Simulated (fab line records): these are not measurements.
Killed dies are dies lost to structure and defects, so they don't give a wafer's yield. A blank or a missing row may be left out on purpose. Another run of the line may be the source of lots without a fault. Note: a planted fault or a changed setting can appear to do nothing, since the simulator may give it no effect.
Which tool is to blame? || flow sky130 || 13 lots with 39 wafers sampled at 4 steps, on a route of 708 steps

WHAT THE GAUGES SHOWED, per wafer
SKY_FIELD_ISO_THK_MEAS_02. Usual: FIELD_ISO_OXIDATION_00_THK 12.03 nm, standard deviation 0.24.
{"lot": "L895", "measured": "day 1 16:41", "on": "film_metro-03", "FIELD_ISO_OXIDATION_00_THK (nm)": "11.44 11.95 11.62", "flag": ""}
{"lot": "L896", "measured": "day 1 21:38", "on": "film_metro-02", "FIELD_ISO_OXIDATION_00_THK (nm)": "11.66 11.51 11.86", "flag": ""}
{"lot": "L897", "measured": "day 2 02:38", "on": "film_metro-03", "FIELD_ISO_OXIDATION_00_THK (nm)": "12.30 12.28 12.25", "flag": ""}
{"lot": "L900", "measured": "day 2 19:02", "on": "film_metro-03", "FIELD_ISO_OXIDATION_00_THK (nm)": "12.06 12.12 12.09", "flag": ""}
{"lot": "L901", "measured": "day 2 23:50", "on": "film_metro-02", "FIELD_ISO_OXIDATION_00_THK (nm)": "11.90 12.10 11.98", "flag": ""}
{"lot": "L902", "measured": "day 3 05:16", "on": "film_metro-03", "FIELD_ISO_OXIDATION_00_THK (nm)": "12.24 12.16 12.32", "flag": ""}
{"lot": "L903", "measured": "day 3 09:26", "on": "film_metro-03", "FIELD_ISO_OXIDATION_00_THK (nm)": "12.31 12.46 12.35", "flag": ""}
{"lot": "L904", "measured": "day 3 13:45", "on": "film_metro-02", "FIELD_ISO_OXIDATION_00_THK (nm)": "12.04 12.01 11.88", "flag": ""}
{"lot": "L906", "measured": "day 3 23:39", "on": "film_metro-02", "FIELD_ISO_OXIDATION_00_THK (nm)": "12.23 12.19 12.33", "flag": ""}
{"lot": "L908", "measured": "day 4 09:39", "on": "film_metro-02", "FIELD_ISO_OXIDATION_00_THK (nm)": "12.06 12.00 12.08", "flag": ""}
{"lot": "L914", "measured": "day 5 16:58", "on": "film_metro-02", "FIELD_ISO_OXIDATION_00_THK (nm)": "11.73 11.53 11.54", "flag": ""}
{"lot": "L915", "measured": "day 5 21:35", "on": "film_metro-03", "FIELD_ISO_OXIDATION_00_THK (nm)": "12.32 11.99 12.03", "flag": ""}
{"lot": "L916", "measured": "day 6 01:38", "on": "film_metro-02", "FIELD_ISO_OXIDATION_00_THK (nm)": "12.19 11.87 12.21", "flag": ""}

SKY_PWDE_TW_MEAS_10. Usual: PWDE_TW 378.5, standard deviation 2.5.
{"lot": "L895", "measured": "day 4 03:47", "on": "film_metro-01", "PWDE_TW": "382.2 381.3 379.7", "flag": ""}
{"lot": "L896", "measured": "day 4 09:11", "on": "film_metro-01", "PWDE_TW": "382.2 382.9 382.6", "flag": ""}
{"lot": "L897", "measured": "day 4 12:55", "on": "film_metro-02", "PWDE_TW": "376.5 377.5 376.9", "flag": ""}
{"lot": "L900", "measured": "day 5 04:34", "on": "film_metro-02", "PWDE_TW": "378.2 377.5 381.8", "flag": ""}
{"lot": "L901", "measured": "day 5 12:02", "on": "film_metro-02", "PWDE_TW": "380.5 378.6 380.2", "flag": ""}
{"lot": "L902", "measured": "day 5 18:05", "on": "film_metro-02", "PWDE_TW": "376.3 379.5 379.0", "flag": ""}
{"lot": "L903", "measured": "day 5 23:46", "on": "film_metro-02", "PWDE_TW": "378.4 377.9 379.8", "flag": ""}
{"lot": "L904", "measured": "day 6 06:41", "on": "film_metro-02", "PWDE_TW": "377.9 377.0 377.4", "flag": ""}
{"lot": "L906", "measured": "day 6 16:11", "on": "film_metro-02", "PWDE_TW": "378.4 380.9 375.8", "flag": ""}
{"lot": "L908", "measured": "day 7 02:26", "on": "film_metro-02", "PWDE_TW": "374.8 377.0 376.2", "flag": ""}
{"lot": "L914", "measured": "day 8 17:23", "on": "film_metro-01", "PWDE_TW": "381.4 380.5 380.2", "flag": ""}
{"lot": "L915", "measured": "day 8 20:23", "on": "film_metro-02", "PWDE_TW": "375.5 373.9 376.6", "flag": ""}
{"lot": "L916", "measured": "day 8 23:37", "on": "film_metro-02", "PWDE_TW": "375.1 374.5 375.3", "flag": ""}

TOOL THAT RAN EACH LOT (tool first, then ch and the chambers of the sampled wafers, then the start)
{"lot": "L895", "SKY_FIELD_ISO_ETCH_15": "rie_diel-02 ch 0,3, day 2 12:39", "SKY_DNWELL_STRIP_08": "plasma_asher-02 ch 0,1, day 3 12:02"}
{"lot": "L896", "SKY_FIELD_ISO_ETCH_15": "rie_diel-03 ch 1,2,3, day 2 15:42", "SKY_DNWELL_STRIP_08": "plasma_asher-03 ch 0,1, day 3 16:59"}
{"lot": "L897", "SKY_FIELD_ISO_ETCH_15": "rie_diel-02 ch 1,2, day 2 19:18", "SKY_DNWELL_STRIP_08": "plasma_asher-03 ch 0,1, day 3 20:26"}
{"lot": "L900", "SKY_FIELD_ISO_ETCH_15": "rie_diel-03 ch 0,2,3, day 3 12:30", "SKY_DNWELL_STRIP_08": "plasma_asher-03 ch 0,1, day 4 11:26"}
{"lot": "L901", "SKY_FIELD_ISO_ETCH_15": "rie_diel-03 ch 0,1,2, day 3 17:20", "SKY_DNWELL_STRIP_08": "plasma_asher-01 ch 0,1, day 4 18:23"}
{"lot": "L902", "SKY_FIELD_ISO_ETCH_15": "rie_diel-01 ch 0,3, day 3 22:51", "SKY_DNWELL_STRIP_08": "plasma_asher-01 ch 0,1, day 5 00:14"}
{"lot": "L903", "SKY_FIELD_ISO_ETCH_15": "rie_diel-02 ch 0,1,3, day 4 02:57", "SKY_DNWELL_STRIP_08": "plasma_asher-02 ch 0,1, day 5 05:26"}
{"lot": "L904", "SKY_FIELD_ISO_ETCH_15": "rie_diel-03 ch 0,2,3, day 4 10:56", "SKY_DNWELL_STRIP_08": "plasma_asher-02 ch 0,1, day 5 12:26"}
{"lot": "L906", "SKY_FIELD_ISO_ETCH_15": "rie_diel-03 ch 0,1,3, day 4 18:27", "SKY_DNWELL_STRIP_08": "plasma_asher-03 ch 0,1, day 5 21:28"}
{"lot": "L908", "SKY_FIELD_ISO_ETCH_15": "rie_diel-02 ch 0,2,3, day 5 04:50", "SKY_DNWELL_STRIP_08": "plasma_asher-02 ch 0,1, day 6 07:01"}
{"lot": "L914", "SKY_FIELD_ISO_ETCH_15": "rie_diel-03 ch 0,2,3, day 6 13:41", "SKY_DNWELL_STRIP_08": "plasma_asher-01 ch 0,1, day 7 20:37"}
{"lot": "L915", "SKY_FIELD_ISO_ETCH_15": "rie_diel-03 ch 2,3, day 6 19:00", "SKY_DNWELL_STRIP_08": "plasma_asher-03 ch 0,1, day 7 23:35"}
{"lot": "L916", "SKY_FIELD_ISO_ETCH_15": "rie_diel-02 ch 0,2,3, day 7 00:24", "SKY_DNWELL_STRIP_08": "plasma_asher-02 ch 0,1, day 8 03:08"}
- SKY_FIELD_ISO_ETCH_15: etches the open film in CHF3/O2, stops on Si, target depth 180 nm, time 72 s.
- SKY_DNWELL_STRIP_08: strips in O2/N2.

AS READ BY THE TOOLS THEMSELVES (means over the sampled wafers that have a number; for cases with no such wafer, the mark the record gives instead)
SKY_FIELD_ISO_ETCH_15. Usual: bias_w 200.0 W, standard deviation 0.53; drypump_motor_current_A 5.6 A, standard deviation 0.58; oes_product_au 0.942 a.u., standard deviation 0.0072; throttle_valve_pct 8.844 %, standard deviation 0.0099.
{"lot": "L895", "tool": "rie_diel-02", "bias_w (W)": 200.0, "drypump_motor_current_A (A)": 4.7, "oes_product_au (a.u.)": 0.944, "throttle_valve_pct (%)": 8.845, "flag": ""}
{"lot": "L896", "tool": "rie_diel-03", "bias_w (W)": 200.0, "drypump_motor_current_A (A)": 6.1, "oes_product_au (a.u.)": 0.946, "throttle_valve_pct (%)": 8.853, "flag": ""}
{"lot": "L897", "tool": "rie_diel-02", "bias_w (W)": 199.9, "drypump_motor_current_A (A)": 5.8, "oes_product_au (a.u.)": 0.943, "throttle_valve_pct (%)": 8.845, "flag": ""}
{"lot": "L900", "tool": "rie_diel-03", "bias_w (W)": 200.1, "drypump_motor_current_A (A)": 6.0, "oes_product_au (a.u.)": 0.949, "throttle_valve_pct (%)": 8.852, "flag": ""}
{"lot": "L901", "tool": "rie_diel-03", "bias_w (W)": 200.4, "drypump_motor_current_A (A)": 5.9, "oes_product_au (a.u.)": 0.949, "throttle_valve_pct (%)": 8.847, "flag": ""}
{"lot": "L902", "tool": "rie_diel-01", "bias_w (W)": 199.9, "drypump_motor_current_A (A)": 5.6, "oes_product_au (a.u.)": 0.935, "throttle_valve_pct (%)": 8.842, "flag": ""}
{"lot": "L903", "tool": "rie_diel-02", "bias_w (W)": 200.1, "drypump_motor_current_A (A)": 5.3, "oes_product_au (a.u.)": 0.945, "throttle_valve_pct (%)": 8.841, "flag": ""}
{"lot": "L904", "tool": "rie_diel-03", "bias_w (W)": 200.2, "drypump_motor_current_A (A)": 6.0, "oes_product_au (a.u.)": 0.939, "throttle_valve_pct (%)": 8.840, "flag": ""}
{"lot": "L906", "tool": "rie_diel-03", "bias_w (W)": 200.1, "drypump_motor_current_A (A)": 6.0, "oes_product_au (a.u.)": 0.939, "throttle_valve_pct (%)": 8.839, "flag": ""}
{"lot": "L908", "tool": "rie_diel-02", "bias_w (W)": 200.0, "drypump_motor_current_A (A)": 5.0, "oes_product_au (a.u.)": 0.936, "throttle_valve_pct (%)": 8.834, "flag": ""}
{"lot": "L914", "tool": "rie_diel-03", "bias_w (W)": 182.9, "drypump_motor_current_A (A)": 6.0, "oes_product_au (a.u.)": 0.939, "throttle_valve_pct (%)": 8.844, "flag": "OFF"}
{"lot": "L915", "tool": "rie_diel-03", "bias_w (W)": 183.0, "drypump_motor_current_A (A)": 6.3, "oes_product_au (a.u.)": 0.947, "throttle_valve_pct (%)": 8.850, "flag": "OFF"}
{"lot": "L916", "tool": "rie_diel-02", "bias_w (W)": 200.1, "drypump_motor_current_A (A)": 5.0, "oes_product_au (a.u.)": 0.941, "throttle_valve_pct (%)": 8.840, "flag": ""}

SKY_DNWELL_STRIP_08. Usual: drypump_motor_current_A 5.7 A, standard deviation 0.47; oes_product_au 0.722 a.u., standard deviation 0.0045; strip_time_to_endpoint_s 36.98 s, standard deviation 0.13.
{"lot": "L895", "tool": "plasma_asher-02", "drypump_motor_current_A (A)": 5.7, "oes_product_au (a.u.)": 0.721, "strip_time_to_endpoint_s (s)": 37.24, "flag": ""}
{"lot": "L896", "tool": "plasma_asher-03", "drypump_motor_current_A (A)": 5.8, "oes_product_au (a.u.)": 0.724, "strip_time_to_endpoint_s (s)": 36.88, "flag": ""}
{"lot": "L897", "tool": "plasma_asher-03", "drypump_motor_current_A (A)": 5.8, "oes_product_au (a.u.)": 0.723, "strip_time_to_endpoint_s (s)": 36.89, "flag": ""}
{"lot": "L900", "tool": "plasma_asher-03", "drypump_motor_current_A (A)": 5.5, "oes_product_au (a.u.)": 0.721, "strip_time_to_endpoint_s (s)": 36.75, "flag": ""}
{"lot": "L901", "tool": "plasma_asher-01", "drypump_motor_current_A (A)": 6.1, "oes_product_au (a.u.)": 0.717, "strip_time_to_endpoint_s (s)": 37.06, "flag": ""}
{"lot": "L902", "tool": "plasma_asher-01", "drypump_motor_current_A (A)": 5.9, "oes_product_au (a.u.)": 0.724, "strip_time_to_endpoint_s (s)": 36.92, "flag": ""}
{"lot": "L903", "tool": "plasma_asher-02", "drypump_motor_current_A (A)": 5.7, "oes_product_au (a.u.)": 0.720, "strip_time_to_endpoint_s (s)": 37.05, "flag": ""}
{"lot": "L904", "tool": "plasma_asher-02", "drypump_motor_current_A (A)": 5.7, "oes_product_au (a.u.)": 0.723, "strip_time_to_endpoint_s (s)": 36.83, "flag": ""}
{"lot": "L906", "tool": "plasma_asher-03", "drypump_motor_current_A (A)": 5.8, "oes_product_au (a.u.)": 0.723, "strip_time_to_endpoint_s (s)": 36.95, "flag": ""}
{"lot": "L908", "tool": "plasma_asher-02", "drypump_motor_current_A (A)": 5.7, "oes_product_au (a.u.)": 0.716, "strip_time_to_endpoint_s (s)": 36.99, "flag": ""}
{"lot": "L914", "tool": "plasma_asher-01", "drypump_motor_current_A (A)": 6.1, "oes_product_au (a.u.)": 0.724, "strip_time_to_endpoint_s (s)": 37.06, "flag": ""}
{"lot": "L915", "tool": "plasma_asher-03", "drypump_motor_current_A (A)": 5.8, "oes_product_au (a.u.)": 0.724, "strip_time_to_endpoint_s (s)": 36.87, "flag": ""}
{"lot": "L916", "tool": "plasma_asher-02", "drypump_motor_current_A (A)": 5.7, "oes_product_au (a.u.)": 0.721, "strip_time_to_endpoint_s (s)": 37.25, "flag": ""}

THE ANSWER, worked out from the rows above alone
Rule: a lot is off if the mean of its wafers that have a number lies more than 3 standard deviations from the usual mean. Also off: a lot with no number at a reading for which 4 or more lots have one. The other lots that the step has rows for count as sound. After the gauges, taken in route order, come the tools' own readings; for these a lot's mean is taken, as printed above. At the first step where some lot is off, the reading lying furthest off is the one used; lots without a number count as furthest.
Off at SKY_FIELD_ISO_ETCH_15 (bias_w): L914, L915.
If a tool, at that step or one of the process steps before it, ran each lot that is off and ran no sound lot following the first of them, it fits. One candidate fits, namely rie_diel-03 at SKY_FIELD_ISO_ETCH_15. A fault onset in the window from L906 (day 4 18:27, its last sound lot) to L914 (day 6 13:41, its first lot off) fits.
The tool's own readings at SKY_FIELD_ISO_ETCH_15 bear it out: on the lots that are off they differ by more than 5 times the standard deviation of the sound lots' means. bias_w reads 182.9 W there against 200.1 W on the sound lots.

WHAT HAD BEEN PUT IN BY THE SIMULATOR
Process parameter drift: rie_diel-03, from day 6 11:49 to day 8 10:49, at SKY_FIELD_ISO_ETCH_15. The setting bias_w was moved by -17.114, starting from 200. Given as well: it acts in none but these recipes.
Struck lots among those shown: L914, L915. The rule given above showed the same thing.
